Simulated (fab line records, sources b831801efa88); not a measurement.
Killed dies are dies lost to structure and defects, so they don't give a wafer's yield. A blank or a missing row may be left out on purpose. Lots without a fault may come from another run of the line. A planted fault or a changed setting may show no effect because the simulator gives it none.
A struck lot beside a sound one | flow gf180mcu | 15 steps out of a route of 602
Sound: wafers L406.1, L406.3, L406.5. Struck: wafers L415.1, L415.3, L415.5. The cause comes at the end.
At each step with rows: each side's tool, then ch and its chambers, then its first start. Under that, the readings that differ: sound wafers | struck wafers | difference of the means | sigmas: that difference in standard deviations of wafers without a fault.
alike: readings whose means differ by less than 2 such deviations, and words and numbers that are the same on both sides. not compared: withheld readings, readings that some wafer has no value for, bounds like >300 that may hide the same value, and numbers for which the record gives no deviation and whose values overlap.
The two part at a step that has a row with sigmas, a row that says differs or no value, or rows on one side only. Numbers that don't overlap but have no deviation are shown without sigmas and don't part them. A reading that every wafer of one side lacks parts them only if that side has two wafers or more.

first, 1 step without rows for these wafers: GF_TOP_METAL_CLEAN_19 (cleans in DIW).
GF_PASSIVATION_CVD_00: deposits SiO2 from TEOS, target thk 1000 nm, time 111.95 s.
  sound on pecvd-04 ch 0,1, day 30 06:38; struck on pecvd-01 ch 0,1, day 32 11:04
  alike: heater_power_outer_w, heater_power_w
GF_PASSIVATION_THK_MEAS_01:
  sound on film_metro-03, day 30 06:43; struck on film_metro-04, day 32 11:10
  alike: PASSIVATION_CVD_00_THK
GF_PASSIVATION_CVD_02: deposits Si3N4, target thk 700 nm, time 486.18 s.
  sound on pecvd-01 ch 0,1, day 30 06:46; struck on pecvd-02 ch 0,1,2, day 32 11:14
  alike: heater_power_outer_w, heater_power_w
GF_PASSIVATION_THK_MEAS_03:
  sound on film_metro-04, day 30 07:03; struck on film_metro-04, day 32 11:31
  alike: PASSIVATION_CVD_02_THK
then, 7 steps without rows for these wafers: GF_PASSIVATION_DEHYDRATE_04 (time 60 s); GF_PASSIVATION_HMDS_05 (prime time 60 s); GF_PASSIVATION_COAT_06 (resist thk 4000 nm); GF_PASSIVATION_SOFTBAKE_07; GF_PASSIVATION_EXPOSE_08 (exposes mask Pad, target cd 40000 nm); GF_PASSIVATION_PEB_09; GF_PASSIVATION_DEVELOP_10 (develop time 60 s).
GF_PASSIVATION_ETCH_11: etches the open film in CF4/O2, stops on TiN, target depth 1800 nm, time 400 s.
  sound on rie_diel-02 ch 0,1,3, day 31 00:42; struck on rie_diel-02 ch 1,3, day 33 03:19
  reading                                       | sound             | struck            | difference | sigmas
  oes_product_au (a.u.)                         | 0.955 0.967 0.965 | 0.908 0.910 0.916 | -0.051     | -7
  rf_fwd_power_W (W)                            | 794.9 800.6 799.8 | 666.5 669.8 671.5 | -129.2     | -54
  throttle_valve_pct (%)                        | 5.947 5.978 5.958 | 5.933 5.948 5.940 | -0.021     | -2
  model.coat_of_PASSIVATION_COAT_06.thk_nm (nm) | 2831 2803 2823    | 2983 3005 2995    | +175       |
  model.PASSIVATION.feature_depth_nm (nm)       | 1670 1703 1709    | 1536 1528 1537    | -160       |
  model.etch.depth_nm (nm)                      | 1670 1703 1709    | 1536 1528 1537    | -160       |
  alike: chamber_pressure_mTorr, drypump_motor_current_A
  not compared: rf_hours_counter_h
GF_PASSIVATION_STRIP_12: strips in O2/N2.
  sound on plasma_asher-01 ch 0,1, day 31 00:56; struck on plasma_asher-03 ch 0,1, day 33 03:33
  reading                      | sound             | struck            | difference | sigmas
  heater_power_w (W)           | 387 376 375       | 313 296 316       | -71        | -2
  strip_time_to_endpoint_s (s) | 35.12 34.83 35.06 | 36.87 37.11 37.02 | +2.00      | +7
  alike: chamber_pressure_mTorr, drypump_motor_current_A, oes_product_au
  not compared: rf_hours_counter_h
then, 1 step without rows for these wafers: GF_PASSIVATION_ANNEAL_13 (time 1800 s).

WHERE THEY PART
First at GF_PASSIVATION_ETCH_11; last, within this record, at GF_PASSIVATION_STRIP_12.

WHY: what the simulator had put in
Process parameter drift: rie_diel-02, from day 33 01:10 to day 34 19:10, at GF_PASSIVATION_ETCH_11. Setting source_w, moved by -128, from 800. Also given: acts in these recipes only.
